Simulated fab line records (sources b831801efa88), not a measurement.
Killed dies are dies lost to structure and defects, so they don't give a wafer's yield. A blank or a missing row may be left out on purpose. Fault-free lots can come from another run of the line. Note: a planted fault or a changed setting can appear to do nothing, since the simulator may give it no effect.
The same fault as seen by 2 desks    flow gf180mcu    only its own numbers are on each desk; what lay behind them is given at the end

AT THE METROLOGY DESK
Lot by lot, what the gauges showed, no matter which tool ran the lot: averages of those sampled wafers that carry a number. If a lot's mean is further than 4 standard deviations from the usual mean, the lot is out of limits and carries the mark OUT (the distance appears in the brackets).
Columns: A = STI_OXIDATION_01_THK at GF_STI_THK_MEAS_22, usual 15.01 nm; B = STI_CVD_23_THK at GF_STI_THK_MEAS_24, usual 652 nm; C = STI_OXIDATION_02_THK at GF_STI_THK_MEAS_30, usual 10.00 nm; D = DNWELL_TW at GF_DNWELL_TW_MEAS_09, usual 1350; E = NWELL_OVL at GF_NWELL_OVL_MEAS_07, usual -0.1 nm; F = NWELL_TW at GF_NWELL_TW_MEAS_11, usual 1566
lot   first seen here  A      B    C      D     E     F
L719  day 2 03:22      14.62  650  10.32  1365  -1.4  1571
L722  day 2 19:28      15.36  648  10.31  1328  1.2   1540
L724  day 3 05:36      14.90  654  9.86   1375  -1.1  1568
L731  day 4 17:20      15.41  653  9.92   1356  -1.5  1579
L737  day 6 01:02      15.14  647  10.07  1341  -0.5  1569
L739  day 6 10:10      15.09  657  9.95   1352  1.4   1571
This desk's finding: nothing out of limits on any of the 6 lots.

THE TOOL OWNER'S DESK: wet-bench-03
The tool's own readings at GF_STI_WET_ETCH_26 (etches SiO2 in dHF, target depth 94 nm, time 188 s): means of the sampled wafers that have a number, for each lot that ran on this tool. If a lot's mean is further than 4 standard deviations from the usual mean, the lot is out of limits and carries the mark OUT (the distance appears in the brackets).
Columns: A = run-length-s at GF_STI_WET_ETCH_26, usual 217 s
lot   first seen here  A
L724  day 3 06:07      215
L737  day 6 01:32      108 (-27) OUT
L739  day 6 10:40      111 (-26) OUT
This desk's finding: out of limits on L737, L739; first on L737, day 6 01:32 (run-length-s at GF_STI_WET_ETCH_26). L724 stayed within limits.

ALL TOGETHER
An alarm could have come from the tool owner's desk at day 6 01:32, on L737, L739.
At the metrology desk, nothing out of limits was observed.
The metrology desk has L737, L739 on record, within its limits.
The lots listed all ran GF_STI_WET_ETCH_26 on wet-bench-03.

WHAT THE SIMULATOR HAD PUT IN
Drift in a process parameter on wet-bench-03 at GF_STI_WET_ETCH_26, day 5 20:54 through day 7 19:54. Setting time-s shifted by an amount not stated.
Lots struck among those shown: L737, L739.
Delay in hours, fault start to first out-of-limits reading, by desk: the tool owner's desk at 5.
